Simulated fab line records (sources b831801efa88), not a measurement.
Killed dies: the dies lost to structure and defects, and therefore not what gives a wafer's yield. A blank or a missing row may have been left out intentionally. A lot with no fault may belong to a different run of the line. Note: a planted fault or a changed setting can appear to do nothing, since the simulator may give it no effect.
Chamber matching    flow sfqLine    cmp-01 running SFQ_TRILAYER_I1_CMP_CMP_046: 4 sister chambers
The step polishes SiO2. 16 wafers are shown with their chamber, then 8 later ones without.

## WAFERS PAIRED WITH THEIR CHAMBERS
wafer   chamber  motorCurrentA (A)  timeToEndpointS (s)
L783.1  2        9.2                201
L783.4  3        9.4                220
L783.6  2        9.4                215
L784.1  0        10.0               200
L784.2  2        9.2                217
L784.4  1        11.7               221
L785.1  3        9.8                212
L785.4  0        10.5               218
L785.3  2        9.4                210
L788.2  3        9.6                217
L788.3  0        10.4               200
L788.5  2        9.2                221
L800.2  0        10.0               201
L800.4  1        11.7               211
L800.6  0        10.6               211
L801.2  0        10.2               205

SIGNATURES, as means of the wafers listed above
reading          chamber 0  chamber 1  chamber 2  chamber 3  scatter within a chamber
motorCurrentA    10.283     11.700     9.280      9.600      0.195
timeToEndpointS  205.83     216.00     212.80     216.33     6.99
Rule: for each reading, subtract the chamber's mean from the wafer's reading, divide by that reading's scatter and square the result; add these up over the readings and take the root, which gives the wafer's distance from the chamber. The wafer belongs to the nearest chamber; if the next one is less than 2 further off, it can't be placed. The scatter: take each reading less its chamber's mean, square it, sum over the shown wafers, divide by the number of wafers less the number of chambers, and take the root.

## WAFERS WITHOUT THEIR CHAMBER
wafer   motorCurrentA (A)  timeToEndpointS (s)
L801.4  11.6               214
L801.3  9.9                227
L802.2  10.2               218
L802.3  11.7               205
L802.5  9.0                218
L803.1  9.5                221
L803.4  11.1               218
L803.2  10.5               211

## WHICH CHAMBER EACH ONE RAN IN
wafer   from the rows above           in truth
L801.4  1                             1
L801.3  can't be placed: 3 or 0 or 2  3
L802.2  can't be placed: 0 or 3       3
L802.3  1                             1
L802.5  can't be placed: 2 or 3       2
L803.1  can't be placed: 3 or 2       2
L803.4  can't be placed: 1 or 0       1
L803.2  0                             0
Correctly placed: 3 of 8. Not placeable from these rows: 5 (in 5, the candidates include the true chamber). Placed wrongly: 0.
